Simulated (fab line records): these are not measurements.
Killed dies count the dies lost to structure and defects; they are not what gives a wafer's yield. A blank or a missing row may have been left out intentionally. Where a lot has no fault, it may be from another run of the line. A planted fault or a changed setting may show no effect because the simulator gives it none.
fab line records -- flow sky130 -- part 1 of 2: steps 1 to 34 of 35
record lots=7, wafers=21, last_day=50
route steps=708 shown SD_P@327 RES_XHIGH@332 SD_N@342 SALICIDE@361 PAD_OPEN@708
lots with no fault: from the same line, run without faults
start_h: start of the lot's first displayed wafer, in hours after the record's first day -- wait_h: how many hours have passed since the lot's step before this one -- " unchanged from the row above -- L1.1+2: a row that stands for several wafers -- - value missing, or start not given -- * or withheld: withheld -- < > ~ a bound
route shown NAME@n: NAME is a module with steps in the file, n the number in the route of the first one -- usual: mean and standard deviation over wafers with no fault -- same: alike in all rows -- chamber/n: place in a boat -- sites: readings site by site -- _std_site: the standard deviation of these -- _edge_site: inner sites' mean taken away from outer sites' mean -- radius_mm: for every site, how far away it sits from the centre of the wafer -- mask NAME#n: copy n -- behind: the last tool/chamber to shape the wafer -- hold: what put the lot on hold/how long, in hours/how the hold closed -- device: the transistor (n, p or np) that didn't switch -- end of line: at the end of the route, the tests of the same wafers -- where a step has no rows: the recipe by itself -- killed: not the wafer's yield, but the dies lost to structure and defects at the first sort -- map: shows each die of a wafer: x if killed, . if not, _ if none is there
set.NAME: the run value of the setting; set.NAME@STEP: its run value at that earlier step -- model.NAME: the simulator's own value behind a step, which no gauge read
a table for each step, a row for each wafer; lots at some steps of the route
services: from which hour (start_h, from the record's first day; less than 0 if before it) a tool's chamber was out of use, for how many hours, and why
## steps
# step SKY_SD_P_CD_MEAS_07
# recipe target_cd_nm=380
# usual cd_nm=380.6/2.6
lot.wafer,tool,chamber,start_h,wait_h,cd_nm
L623.1,cd_sem-02,-,613.13,0.1,377.3
L623.3,cd_sem-02,-,613.13,0.1,379.3
L623.4,cd_sem-02,-,613.13,0.1,378.8
L622.2,cd_sem-02,-,613.75,0.1,384.0
L622.3,cd_sem-02,-,613.75,0.1,386.5
L622.4,cd_sem-02,-,613.75,0.1,385.3
L626.1,cd_sem-01,-,635.93,0.1,383.7
L626.3,cd_sem-01,-,635.93,0.1,383.0
L626.5,cd_sem-01,-,635.93,0.1,382.0
L630.3,cd_sem-02,-,673.02,0.1,377.7
L630.4,cd_sem-02,-,673.02,0.1,381.4
L630.6,cd_sem-02,-,673.02,0.1,380.7
L633.1,cd_sem-02,-,736.08,0.1,380.5
L633.4,cd_sem-02,-,736.08,0.1,379.3
L633.6,cd_sem-02,-,736.08,0.1,378.7
L640.2,cd_sem-02,-,754.85,0.1,378.8
L640.4,cd_sem-02,-,754.85,0.1,381.7
L640.5,cd_sem-02,-,754.85,0.1,379.8
L643.3,cd_sem-02,-,786.03,0.1,381.9
L643.4,cd_sem-02,-,786.03,0.1,379.7
L643.6,cd_sem-02,-,786.03,0.1,381.9
# step SKY_SD_P_OVL_MEAS_08
# usual SD_P_OVL=-0.1/1.3
lot.wafer,tool,chamber,start_h,wait_h,SD_P_OVL[nm]
L623.1,overlay-01,-,613.25,0.1,2.2
L623.3,overlay-01,-,613.25,0.1,1.8
L623.4,overlay-01,-,613.25,0.1,4.0
L622.2,overlay-01,-,613.85,0.1,0.4
L622.3,overlay-01,-,613.85,0.1,-0.9
L622.4,overlay-01,-,613.85,0.1,0.1
L626.1,overlay-01,-,636.05,0.1,-1.7
L626.3,overlay-01,-,636.05,0.1,-0.2
L626.5,overlay-01,-,636.05,0.1,-2.8
L630.3,overlay-02,-,673.11,0.1,2.2
L630.4,overlay-02,-,673.11,0.1,-1.9
L630.6,overlay-02,-,673.11,0.1,-0.1
L633.1,overlay-01,-,736.20,0.1,-1.8
L633.4,overlay-01,-,736.20,0.1,-1.3
L633.6,overlay-01,-,736.20,0.1,-0.6
L640.2,overlay-01,-,754.95,0.1,-0.8
L640.4,overlay-01,-,754.95,0.1,0.4
L640.5,overlay-01,-,754.95,0.1,-0.1
L643.3,overlay-01,-,786.12,0.1,-0.5
L643.4,overlay-01,-,786.12,0.1,-0.5
L643.6,overlay-01,-,786.12,0.1,0.9
# step SKY_SD_P_IMPLANT_09
# recipe species=BF2, energy_kev=20, dose_cm2=3e+15, tilt_deg=0
# step SKY_SD_P_STRIP_10
# recipe chemistry=O2/N2, power_w=1400, pressure_mtorr=1500, platen_temp_c=withheld, o2_flow_sccm=3000, n2_flow_sccm=300, overash_fraction=0.5
# usual drypump_motor_current_A=6.20/0.23, oes_product_au=0.617/0.0047, strip_time_to_endpoint_s=17.47/0.049
lot.wafer,tool,chamber,start_h,wait_h,drypump_motor_current_A,oes_product_au,rf_hours_counter_h,strip_time_to_endpoint_s
L623.1,plasma_asher-01,0,613.43,0.1,5.38,0.617,93,17.45
L623.3,plasma_asher-01,1,613.43,0.1,5.94,0.619,-,17.46
L623.4,plasma_asher-01,0,613.43,0.1,5.41,0.620,-,17.41
L622.2,plasma_asher-04,0,614.03,0.1,6.29,0.625,18,17.37
L622.3,plasma_asher-04,0,614.03,0.1,6.24,0.624,-,17.41
L622.4,plasma_asher-04,1,614.03,0.1,6.20,0.617,-,17.38
L626.1,plasma_asher-03,0,636.23,0.1,6.51,0.617,82,17.43
L626.3,plasma_asher-03,1,636.23,0.1,5.93,0.623,-,17.42
L626.5,plasma_asher-03,0,636.23,0.1,6.50,0.619,-,17.44
L630.3,plasma_asher-03,1,673.32,0.1,5.93,0.614,-,17.57
L630.4,plasma_asher-03,0,673.32,0.1,6.45,0.614,-,17.58
L630.6,plasma_asher-03,1,673.32,0.1,5.95,0.616,-,17.59
L633.1,plasma_asher-03,1,736.38,0.1,5.95,0.610,92,17.47
L633.4,plasma_asher-03,1,736.38,0.1,5.96,0.618,-,17.47
L633.6,plasma_asher-03,0,736.38,0.1,6.50,0.615,-,17.46
L640.2,plasma_asher-04,0,755.13,0.1,6.28,0.621,32,17.43
L640.4,plasma_asher-04,1,755.13,0.1,6.24,0.613,-,17.40
L640.5,plasma_asher-04,1,755.13,0.1,6.21,0.610,-,17.41
L643.3,plasma_asher-03,1,786.33,0.1,5.94,0.614,-,17.57
L643.4,plasma_asher-03,0,786.33,0.1,6.50,0.621,-,17.58
L643.6,plasma_asher-03,0,786.33,0.1,6.54,0.619,-,17.53
# step SKY_SD_P_TW_MEAS_11
# usual SD_P_TW=2815/19
lot.wafer,tool,chamber,start_h,wait_h,SD_P_TW
L623.1,film_metro-03,-,613.53,0.1,2779
L623.3,film_metro-03,-,613.53,0.1,2795
L623.4,film_metro-03,-,613.53,0.1,2775
L622.2,film_metro-03,-,614.14,0.1,2791
L622.3,film_metro-03,-,614.14,0.1,2796
L622.4,film_metro-03,-,614.14,0.1,2783
L626.1,film_metro-04,-,636.33,0.1,2869
L626.3,film_metro-04,-,636.33,0.1,2845
L626.5,film_metro-04,-,636.33,0.1,2849
L630.3,film_metro-02,-,673.40,0.1,2825
L630.4,film_metro-02,-,673.40,0.1,2798
L630.6,film_metro-02,-,673.40,0.1,2817
L633.1,film_metro-02,-,736.48,0.1,2810
L633.4,film_metro-02,-,736.48,0.1,2809
L633.6,film_metro-02,-,736.48,0.1,2815
L640.2,film_metro-02,-,755.24,0.1,2822
L640.4,film_metro-02,-,755.24,0.1,2829
L640.5,film_metro-02,-,755.24,0.1,2829
L643.3,film_metro-02,-,786.41,0.1,2820
L643.4,film_metro-02,-,786.41,0.1,2811
L643.6,film_metro-02,-,786.41,0.1,2814
# step SKY_RES_XHIGH_DEHYDRATE_00
# recipe temp_c=200, time_s=60
# step SKY_RES_XHIGH_HMDS_01
# recipe prime_time_s=60, prime_temp_c=120
# step SKY_RES_XHIGH_COAT_02
# recipe resist=NOVOLAK, spin_rpm=3000, resist_thk_nm=1140
# step SKY_RES_XHIGH_SOFTBAKE_03
# recipe temp_c=90, time_s=60, resist=NOVOLAK
# step SKY_RES_XHIGH_EXPOSE_04
# recipe mask_id=URPM, na=0.6, source_shape=conventional, sigma_outer=0.6, polarization=unpolarized, target_cd_nm=1270, dose_mj=140
# step SKY_RES_XHIGH_PEB_05
# recipe temp_c=withheld, time_s=*, resist=NOVOLAK
# step SKY_RES_XHIGH_DEVELOP_06
# recipe resist=NOVOLAK, developer=TMAH, develop_time_s=60, dev_temp_c=23
# step SKY_RES_XHIGH_IMPLANT_07
# recipe species=BF2, energy_kev=20, dose_cm2=3.6e+14, tilt_deg=0
# usual tilt_deg=-0.003/0.018
# same implant_ion_amu=49
lot.wafer,tool,chamber,start_h,wait_h,tilt_deg
L623.1,implanter-01,0,641.88,0.1,0.017
L623.3,implanter-01,0,641.88,0.1,-0.007
L623.4,implanter-01,0,641.88,0.1,0.017
L622.2,implanter-04,0,642.38,0.1,0.002
L622.3,implanter-04,0,642.38,0.1,0.023
L622.4,implanter-04,0,642.38,0.1,0.011
L626.1,implanter-04,0,664.58,0.1,-0.027
L626.3,implanter-04,0,664.58,0.1,-0.029
L626.5,implanter-04,0,664.58,0.1,-0.022
L630.3,implanter-04,0,701.88,0.1,-0.011
L630.4,implanter-04,0,701.88,0.1,-0.025
L630.6,implanter-04,0,701.88,0.1,0.010
L633.1,implanter-01,0,764.25,0.1,-0.021
L633.4,implanter-01,0,764.25,0.1,-0.002
L633.6,implanter-01,0,764.25,0.1,-0.001
L633.1,implanter-01,0,764.57,0.3,-0.003
L633.4,implanter-01,0,764.57,0.3,-0.039
L633.6,implanter-01,0,764.57,0.3,0.017
L640.2,implanter-02,0,781.75,0.1,-0.042
L640.4,implanter-02,0,781.75,0.1,0.003
L640.5,implanter-02,0,781.75,0.1,-0.008
L640.2,implanter-02,0,782.07,0.3,-0.019
L640.4,implanter-02,0,782.07,0.3,-0.006
L640.5,implanter-02,0,782.07,0.3,0.014
L643.3,implanter-04,0,811.83,0.1,-0.001
L643.4,implanter-04,0,811.83,0.1,0.020
L643.6,implanter-04,0,811.83,0.1,0.020
L643.3,implanter-04,0,812.15,0.3,0.025
L643.4,implanter-04,0,812.15,0.3,0.030
L643.6,implanter-04,0,812.15,0.3,0.030
# step SKY_RES_XHIGH_STRIP_08
# recipe chemistry=O2/N2, power_w=1400, pressure_mtorr=1500, platen_temp_c=withheld, o2_flow_sccm=3000, n2_flow_sccm=300, overash_fraction=0.5
# usual drypump_motor_current_A=5.9/0.54, oes_product_au=0.712/0.0043, strip_time_to_endpoint_s=14.30/0.04
lot.wafer,tool,chamber,start_h,wait_h,drypump_motor_current_A,oes_product_au,rf_hours_counter_h,strip_time_to_endpoint_s
L623.1,plasma_asher-01,0,642.03,0.1,5.4,0.708,96,14.24
L623.3,plasma_asher-01,0,642.03,0.1,5.4,0.713,-,14.27
L623.4,plasma_asher-01,1,642.03,0.1,5.9,0.715,-,14.29
L622.2,plasma_asher-03,1,642.50,0.1,6.0,0.704,83,14.24
L622.3,plasma_asher-03,1,642.50,0.1,6.0,0.701,-,14.32
L622.4,plasma_asher-03,0,642.50,0.1,6.5,0.711,-,14.27
L626.1,plasma_asher-03,0,664.73,0.1,6.5,0.709,85,14.35
L626.3,plasma_asher-03,1,664.73,0.1,6.0,0.708,-,14.30
L626.5,plasma_asher-03,0,664.73,0.1,6.5,0.719,-,14.37
L630.3,plasma_asher-02,0,702.01,0.1,5.0,0.708,-,14.32
L630.4,plasma_asher-02,1,702.01,0.1,6.2,0.715,-,14.29
L630.6,plasma_asher-02,0,702.01,0.1,5.0,0.712,-,14.30
L633.1,plasma_asher-03,1,764.72,0.1,5.9,0.685,95,15.17
L633.4,plasma_asher-03,1,764.72,0.1,5.9,0.683,-,15.17
L633.6,plasma_asher-03,0,764.72,0.1,6.4,0.688,-,15.12
L640.2,plasma_asher-01,1,782.20,0.1,5.9,0.691,3,15.07
L640.4,plasma_asher-01,0,782.20,0.1,5.4,0.693,-,15.09
L640.5,plasma_asher-01,1,782.20,0.1,5.9,0.694,-,15.04
L643.3,plasma_asher-03,0,812.28,0.1,6.5,0.686,-,15.04
L643.4,plasma_asher-03,1,812.28,0.1,6.0,0.690,-,15.02
L643.6,plasma_asher-03,0,812.28,0.1,6.5,0.691,-,14.99
# step SKY_RES_XHIGH_TW_MEAS_09
# usual RES_XHIGH_TW=1634/11
lot.wafer,tool,chamber,start_h,wait_h,RES_XHIGH_TW
L623.1,film_metro-02,-,642.13,0.1,1636
L623.3,film_metro-02,-,642.13,0.1,1640
L623.4,film_metro-02,-,642.13,0.1,1637
L622.2,film_metro-02,-,642.61,0.1,1632
L622.3,film_metro-02,-,642.61,0.1,1635
L622.4,film_metro-02,-,642.61,0.1,1640
L626.1,film_metro-03,-,664.83,0.1,1612
L626.3,film_metro-03,-,664.83,0.1,1606
L626.5,film_metro-03,-,664.83,0.1,1605
L630.3,film_metro-02,-,702.10,0.1,1627
L630.4,film_metro-02,-,702.10,0.1,1630
L630.6,film_metro-02,-,702.10,0.1,1634
L633.1,film_metro-04,-,764.82,0.1,2016
L633.4,film_metro-04,-,764.82,0.1,2014
L633.6,film_metro-04,-,764.82,0.1,2024
L640.2,film_metro-02,-,782.31,0.1,1995
L640.4,film_metro-02,-,782.31,0.1,1999
L640.5,film_metro-02,-,782.31,0.1,2005
L643.3,film_metro-02,-,812.37,0.1,2008
L643.4,film_metro-02,-,812.37,0.1,2002
L643.6,film_metro-02,-,812.37,0.1,2014
# step SKY_SD_N_DEHYDRATE_00
# recipe temp_c=200, time_s=60
# step SKY_SD_N_HMDS_01
# recipe prime_time_s=60, prime_temp_c=120
# step SKY_SD_N_COAT_02
# recipe resist=NOVOLAK, spin_rpm=3000, resist_thk_nm=1140
# step SKY_SD_N_SOFTBAKE_03
# recipe temp_c=90, time_s=60, resist=NOVOLAK
# step SKY_SD_N_EXPOSE_04
# recipe mask_id=NSDM, na=0.6, source_shape=conventional, sigma_outer=0.6, polarization=unpolarized, target_cd_nm=380, dose_mj=141
# step SKY_SD_N_PEB_05
# recipe temp_c=withheld, time_s=*, resist=NOVOLAK
# step SKY_SD_N_DEVELOP_06
# recipe resist=NOVOLAK, developer=TMAH, develop_time_s=60, dev_temp_c=23
# step SKY_SD_N_CD_MEAS_07
# recipe target_cd_nm=380
# usual cd_nm=379.3/2.2
lot.wafer,tool,chamber,start_h,wait_h,cd_nm
L623.1,cd_sem-02,-,670.03,0.1,378.7
L623.3,cd_sem-02,-,670.03,0.1,377.6
L623.4,cd_sem-02,-,670.03,0.1,375.9
L622.2,cd_sem-02,-,670.66,0.1,379.5
L622.3,cd_sem-02,-,670.66,0.1,377.7
L622.4,cd_sem-02,-,670.66,0.1,381.6
L626.1,cd_sem-02,-,692.30,0.1,380.2
L626.3,cd_sem-02,-,692.30,0.1,381.8
L626.5,cd_sem-02,-,692.30,0.1,379.4
L630.3,cd_sem-01,-,729.39,0.1,382.1
L630.4,cd_sem-01,-,729.39,0.1,381.5
L630.6,cd_sem-01,-,729.39,0.1,381.9
L633.1,cd_sem-02,-,790.38,0.1,375.4
L633.4,cd_sem-02,-,790.38,0.1,376.9
L633.6,cd_sem-02,-,790.38,0.1,375.9
L640.2,cd_sem-02,-,808.95,0.1,377.2
L640.4,cd_sem-02,-,808.95,0.1,377.7
L640.5,cd_sem-02,-,808.95,0.1,378.7
L643.3,cd_sem-01,-,838.78,0.1,381.3
L643.4,cd_sem-01,-,838.78,0.1,380.6
L643.6,cd_sem-01,-,838.78,0.1,380.5
# step SKY_SD_N_OVL_MEAS_08
# usual SD_N_OVL=0.9/1.4
lot.wafer,tool,chamber,start_h,wait_h,SD_N_OVL[nm]
L623.1,overlay-01,-,670.15,0.1,-1.0
L623.3,overlay-01,-,670.15,0.1,0.6
L623.4,overlay-01,-,670.15,0.1,-1.4
L622.2,overlay-01,-,670.76,0.1,3.3
L622.3,overlay-01,-,670.76,0.1,1.1
L622.4,overlay-01,-,670.76,0.1,1.4
L626.1,overlay-01,-,692.42,0.1,4.7
L626.3,overlay-01,-,692.42,0.1,2.0
L626.5,overlay-01,-,692.42,0.1,1.7
L630.3,overlay-02,-,729.48,0.1,0.3
L630.4,overlay-02,-,729.48,0.1,0.9
L630.6,overlay-02,-,729.48,0.1,-1.4
L633.1,overlay-01,-,790.50,0.1,2.4
L633.4,overlay-01,-,790.50,0.1,0.8
L633.6,overlay-01,-,790.50,0.1,-0.4
L640.2,overlay-02,-,809.05,0.1,-1.9
L640.4,overlay-02,-,809.05,0.1,-0.2
L640.5,overlay-02,-,809.05,0.1,0.2
L643.3,overlay-01,-,838.87,0.1,2.2
L643.4,overlay-01,-,838.87,0.1,3.1
L643.6,overlay-01,-,838.87,0.1,4.2
# step SKY_SD_N_IMPLANT_09
# recipe species=As, energy_kev=50, dose_cm2=4e+15, tilt_deg=0
# step SKY_SD_N_IMPLANT_10
# recipe species=P, energy_kev=20, dose_cm2=1e+14, tilt_deg=0
# step SKY_SD_N_STRIP_11
# recipe chemistry=O2/N2, power_w=1400, pressure_mtorr=1500, platen_temp_c=withheld, o2_flow_sccm=3000, n2_flow_sccm=300, overash_fraction=0.5
# usual drypump_motor_current_A=5.8/0.47, oes_product_au=0.528/0.0045, strip_time_to_endpoint_s=22.55/0.036
lot.wafer,tool,chamber,start_h,wait_h,drypump_motor_current_A,oes_product_au,rf_hours_counter_h,strip_time_to_endpoint_s
L623.1,plasma_asher-04,1,670.48,0.1,6.2,0.523,23,22.52
L623.3,plasma_asher-04,1,670.48,0.1,6.2,0.525,-,22.57
L623.4,plasma_asher-04,0,670.48,0.1,6.3,0.535,-,22.57
L622.2,plasma_asher-02,1,671.09,0.1,6.2,0.538,50,22.59
L622.3,plasma_asher-02,0,671.09,0.1,5.0,0.533,-,22.55
L622.4,plasma_asher-02,1,671.09,0.1,6.2,0.529,-,22.56
L626.1,plasma_asher-02,1,692.76,0.1,6.2,0.533,52,22.57
L626.3,plasma_asher-02,0,692.76,0.1,5.0,0.530,-,22.55
L626.5,plasma_asher-02,0,692.76,0.1,5.0,0.523,-,22.59
L630.3,plasma_asher-01,0,729.84,0.1,5.4,0.527,-,22.49
L630.4,plasma_asher-01,1,729.84,0.1,5.9,0.518,-,22.52
L630.6,plasma_asher-01,0,729.84,0.1,5.4,0.521,-,22.53
L633.1,plasma_asher-04,0,790.83,0.1,6.2,0.524,35,22.59
L633.4,plasma_asher-04,0,790.83,0.1,6.2,0.534,-,22.56
L633.6,plasma_asher-04,1,790.83,0.1,6.2,0.521,-,22.53
L640.2,plasma_asher-02,0,809.38,0.1,5.0,0.524,64,22.58
L640.4,plasma_asher-02,1,809.38,0.1,6.2,0.524,-,22.57
L640.5,plasma_asher-02,0,809.38,0.1,5.0,0.525,-,22.61
L643.3,plasma_asher-01,1,839.23,0.1,5.9,0.525,-,22.53
L643.4,plasma_asher-01,0,839.23,0.1,5.4,0.527,-,22.51
L643.6,plasma_asher-01,0,839.23,0.1,5.4,0.533,-,22.51
# step SKY_SD_N_TW_MEAS_12
# usual SD_N_TW=3964/29
lot.wafer,tool,chamber,start_h,wait_h,SD_N_TW
L623.1,film_metro-03,-,670.58,0.1,3923
L623.3,film_metro-03,-,670.58,0.1,3914
L623.4,film_metro-03,-,670.58,0.1,3910
L622.2,film_metro-04,-,671.24,0.1,4016
L622.3,film_metro-04,-,671.24,0.1,4018
L622.4,film_metro-04,-,671.24,0.1,4038
L626.1,film_metro-04,-,692.86,0.1,3994
L626.3,film_metro-04,-,692.86,0.1,3985
L626.5,film_metro-04,-,692.86,0.1,3992
L630.3,film_metro-04,-,729.93,0.1,4028
L630.4,film_metro-04,-,729.93,0.1,4009
L630.6,film_metro-04,-,729.93,0.1,4007
L633.1,film_metro-04,-,790.93,0.1,3969
L633.4,film_metro-04,-,790.93,0.1,3950
L633.6,film_metro-04,-,790.93,0.1,3959
L640.2,film_metro-02,-,809.49,0.1,3924
L640.4,film_metro-02,-,809.49,0.1,3963
L640.5,film_metro-02,-,809.49,0.1,3954
L643.3,film_metro-03,-,839.31,0.1,3987
L643.4,film_metro-03,-,839.31,0.1,3934
L643.6,film_metro-03,-,839.31,0.1,3972
# step SKY_SD_N_CLEAN_13
# recipe chemistry=SC1/SC2, mix=1:4:20, temp_c=70, time_s=150, dry=n2_spin
# step SKY_SD_N_RTA_14
# recipe temp_c=1075, time_s=2, idle_temp_c=650, ramp_up_c_per_s=150, ramp_down_c_per_s=90, ambient=N2
# usual lamp_power_pct=15.74/0.053, wafer_temp_C_max=1078.1/1.2
lot.wafer,tool,chamber,start_h,wait_h,lamp_power_pct,wafer_temp_C_max
L623.1,rtp_anneal-01,0,670.69,0.0,15.70,1078.9
L623.3,rtp_anneal-01,0,670.69,0.0,15.72,1076.0
L623.4,rtp_anneal-01,0,670.69,0.0,15.82,1076.7
L622.2,rtp_anneal-01,0,671.35,0.0,15.83,1079.7
L622.3,rtp_anneal-01,0,671.35,0.0,15.72,1077.8
L622.4,rtp_anneal-01,0,671.35,0.0,15.72,1080.7
L626.1,rtp_anneal-02,0,692.97,0.0,15.77,1077.2
L626.3,rtp_anneal-02,0,692.97,0.0,15.62,1077.4
L626.5,rtp_anneal-02,0,692.97,0.0,15.75,1077.5
L630.3,rtp_anneal-02,0,730.04,0.0,15.70,1076.5
L630.4,rtp_anneal-02,0,730.04,0.0,15.72,1078.4
L630.6,rtp_anneal-02,0,730.04,0.0,15.74,1078.7
L633.1,rtp_anneal-02,0,791.04,0.0,15.80,1079.1
L633.4,rtp_anneal-02,0,791.04,0.0,15.70,1077.1
L633.6,rtp_anneal-02,0,791.04,0.0,15.74,1080.8
L640.2,rtp_anneal-02,0,809.65,0.0,15.79,1077.4
L640.4,rtp_anneal-02,0,809.65,0.0,15.82,1077.3
L640.5,rtp_anneal-02,0,809.65,0.0,15.78,1077.4
L643.3,rtp_anneal-01,0,839.44,0.0,15.70,1078.3
L643.4,rtp_anneal-01,0,839.44,0.0,15.66,1078.8
L643.6,rtp_anneal-01,0,839.44,0.0,15.73,1077.1
# step SKY_SD_N_RS_MEAS_16
# recipe thk_meas_gauge=four-point-probe
# usual SD_N_RS=68.48/0.11
lot.wafer,tool,chamber,start_h,wait_h,SD_N_RS[ohm/sq]
L623.1,film_metro-04,-,670.87,0.1,68.52
L623.3,film_metro-04,-,670.87,0.1,68.29
L623.4,film_metro-04,-,670.87,0.1,68.50
L622.2,film_metro-03,-,671.53,0.1,68.41
L622.3,film_metro-03,-,671.53,0.1,68.64
L622.4,film_metro-03,-,671.53,0.1,68.70
L626.1,film_metro-02,-,693.14,0.1,68.44
L626.3,film_metro-02,-,693.14,0.1,68.35
L626.5,film_metro-02,-,693.14,0.1,68.53
L630.3,film_metro-02,-,730.23,0.1,68.50
L630.4,film_metro-02,-,730.23,0.1,68.52
L630.6,film_metro-02,-,730.23,0.1,68.55
L633.1,film_metro-04,-,791.22,0.1,68.32
L633.4,film_metro-04,-,791.22,0.1,68.54
L633.6,film_metro-04,-,791.22,0.1,68.41
L640.2,film_metro-02,-,809.94,0.1,68.49
L640.4,film_metro-02,-,809.94,0.1,68.28
L640.5,film_metro-02,-,809.94,0.1,68.37
L643.3,film_metro-02,-,839.68,0.1,68.43
L643.4,film_metro-02,-,839.68,0.1,68.41
L643.6,film_metro-02,-,839.68,0.1,68.51
# step SKY_SD_N_RS_MEAS_17
# recipe thk_meas_gauge=four-point-probe
# usual SD_P_RS=146.9/0.32
lot.wafer,tool,chamber,start_h,wait_h,SD_P_RS[ohm/sq]
L623.1,film_metro-04,-,670.99,0.1,147.1
L623.3,film_metro-04,-,670.99,0.1,146.6
L623.4,film_metro-04,-,670.99,0.1,146.7
L622.2,film_metro-03,-,671.65,0.1,146.9
L622.3,film_metro-03,-,671.65,0.1,147.2
L622.4,film_metro-03,-,671.65,0.1,147.0
L626.1,film_metro-02,-,693.26,0.1,147.2
L626.3,film_metro-02,-,693.26,0.1,147.1
L626.5,film_metro-02,-,693.26,0.1,147.0
L630.3,film_metro-02,-,730.35,0.1,146.9
L630.4,film_metro-02,-,730.35,0.1,147.1
L630.6,film_metro-02,-,730.35,0.1,146.9
L633.1,film_metro-04,-,791.34,0.1,146.5
L633.4,film_metro-04,-,791.34,0.1,146.9
L633.6,film_metro-04,-,791.34,0.1,146.7
L640.2,film_metro-02,-,810.06,0.1,147.4
L640.4,film_metro-02,-,810.06,0.1,146.7
L640.5,film_metro-02,-,810.06,0.1,146.3
L643.3,film_metro-02,-,839.80,0.1,146.7
L643.4,film_metro-02,-,839.80,0.1,146.7
L643.6,film_metro-02,-,839.80,0.1,146.2
# step SKY_SD_N_RS_MEAS_18
# recipe thk_meas_gauge=four-point-probe
# usual RES_XHIGH_RS=332.8/1.3
lot.wafer,tool,chamber,start_h,wait_h,RES_XHIGH_RS[ohm/sq]
L623.1,film_metro-04,-,671.11,0.1,332.9
L623.3,film_metro-04,-,671.11,0.1,333.3
L623.4,film_metro-04,-,671.11,0.1,332.1
L622.2,film_metro-03,-,671.77,0.1,331.4
L622.3,film_metro-03,-,671.77,0.1,333.3
L622.4,film_metro-03,-,671.77,0.1,332.4
L626.1,film_metro-02,-,693.38,0.1,333.7
L626.3,film_metro-02,-,693.38,0.1,334.5
L626.5,film_metro-02,-,693.38,0.1,333.4
L630.3,film_metro-02,-,730.47,0.1,332.6
L630.4,film_metro-02,-,730.47,0.1,330.5
L630.6,film_metro-02,-,730.47,0.1,333.0
L633.1,film_metro-04,-,791.46,0.1,203.4
L633.4,film_metro-04,-,791.46,0.1,203.3
L633.6,film_metro-04,-,791.46,0.1,203.3
L640.2,film_metro-02,-,810.18,0.1,204.0
L640.4,film_metro-02,-,810.18,0.1,202.9
L640.5,film_metro-02,-,810.18,0.1,202.8
L643.3,film_metro-02,-,839.92,0.1,203.4
L643.4,film_metro-02,-,839.92,0.1,203.0
L643.6,film_metro-02,-,839.92,0.1,203.3
# step SKY_SALICIDE_CLEAN_00
# recipe chemistry=HF-last, time_s=30, dilution=100:1, dry=ipa_marangoni
## key
first_sign step=SKY_RES_XHIGH_IMPLANT_07, reading=visit, direction=added
effect step=SKY_RES_XHIGH_STRIP_08, reading=strip_time_to_endpoint_s, direction=up, sigmas=19, usual=*, struck=*
effect step=SKY_RES_XHIGH_TW_MEAS_09, reading=RES_XHIGH_TW, direction=up, sigmas=34, usual=1634, struck=2009
effect step=SKY_SD_N_RS_MEAS_18, reading=RES_XHIGH_RS, direction=down, sigmas=99+, usual=332.8, struck=203.3
model_effect step=SKY_PAD_OPEN_PROBE_99, value=etest.res_xhigh_po.line_ohm_um, without=5712, struck=1895
met_at SKY_RES_XHIGH_IMPLANT_07
struck_wafers L633.1,L633.4,L633.6,L640.2,L640.4,L640.5,L643.3,L643.4,L643.6
tester_left_out L633,L640,L643
fault kind=repeated_step_whole, tool=implanter-01,implanter-02,implanter-04, chamber=-, onset_h=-, steps=SKY_RES_XHIGH_IMPLANT_07, times=1, scope=struck_lots_only
# tester_left_out: of these lots the tester's yield and bins aren't shown, on N5 and GAA mostly nor the transistor test; their killed dies are dies lost to structure and defects alone, not to doping, threshold or leakage, so they don't give the yield
